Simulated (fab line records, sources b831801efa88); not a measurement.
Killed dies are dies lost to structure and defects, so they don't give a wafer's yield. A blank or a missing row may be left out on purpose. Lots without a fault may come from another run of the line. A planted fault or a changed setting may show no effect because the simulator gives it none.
Which tool did it? | flow sky130 | 13 lots, 39 wafers sampled, at 2 steps of a route of 708

WHAT THE GAUGES READ, wafer by wafer
SKY_SD_N_TW_MEAS_12.
lot  | measured     | on            | SD_N_TW
L278 | day 28 10:58 | film_metro-04 | 3923 3913 3928
L282 | day 29 09:38 | film_metro-02 | 4005 3998 3983
L283 | day 30 02:08 | film_metro-04 | 3932 3946 3940
L284 | day 30 11:53 | film_metro-04 | 3960 3971 3965
L287 | day 31 04:52 | film_metro-04 | 3942 3915 3928
L290 | day 32 03:44 | film_metro-02 | 3995 3998 3963
L291 | day 32 12:04 | film_metro-04 | 3935 3928 3961
L292 | day 33 01:13 | film_metro-01 | 4039 4047 4061
L297 | day 34 00:34 | film_metro-01 | 4043 4041 4061
L298 | day 34 07:17 | film_metro-01 | 4061 4046 4051
L299 | day 34 11:35 | film_metro-01 | 4053 4066 4048
L300 | day 34 16:25 | film_metro-01 | 4079 4052 4049
L301 | day 35 03:40 | film_metro-01 | 4071 4063 4075

SKY_LI_CONTACT_BOW_MEAS_03.
lot  | measured     | on            | LI_CONTACT_BOW (um)
L278 | day 28 12:05 | film_metro-01 | 61 50 62
L282 | day 29 10:49 | film_metro-01 | 54 58 54
L283 | day 30 03:16 | film_metro-01 | 52 63 59
L284 | day 30 13:02 | film_metro-01 | 49 55 47
L287 | day 31 06:00 | film_metro-02 | 55 47 64
L290 | day 32 05:19 | film_metro-01 | 63 51 57
L291 | day 32 13:11 | film_metro-01 | 55 43 50
L292 | day 33 02:21 | film_metro-02 | 56 63 59
L297 | day 34 01:41 | film_metro-04 | 65 58 80
L298 | day 34 08:26 | film_metro-04 | 50 57 57
L299 | day 34 12:44 | film_metro-01 | 55 64 53
L300 | day 34 17:32 | film_metro-01 | 55 53 64
L301 | day 35 04:47 | film_metro-04 | 54 58 45

WHICH TOOL RAN EACH LOT (tool, then ch and the chambers of the sampled wafers, then the start)
The record holds no process step before these readings.

WHAT THE TOOLS THEMSELVES READ (means of the sampled wafers that have a number; where no wafer has one, the mark that the record gives instead)
The record holds no such reading with a usual standard deviation.

THE ANSWER, worked out from the rows above alone
Rule: what is usual is taken from the lots themselves. Put in order of their means at a reading, lots are off if they are a third of the lots or fewer, leave a main group of 4 or more, and stand apart from it by a gap of 3 or more times the standard deviation of the main group's means; of several such gaps the widest counts. A main group whose means are all the same, to the digits that the tables above print for the reading, isn't used. A lot without any number at a reading at which 4 lots or more have one is off too. The other lots that the step has rows for count as sound. The gauges are gone through in route order, then the tools' own readings, and for those a lot's mean is taken as printed above. The first step at which some lot is off is used, and at that step the reading that is off furthest; a lot without a number counts as furthest.
No lot is off at any reading shown: from this, nothing can be told.

WHAT THE SIMULATOR HAD PUT IN
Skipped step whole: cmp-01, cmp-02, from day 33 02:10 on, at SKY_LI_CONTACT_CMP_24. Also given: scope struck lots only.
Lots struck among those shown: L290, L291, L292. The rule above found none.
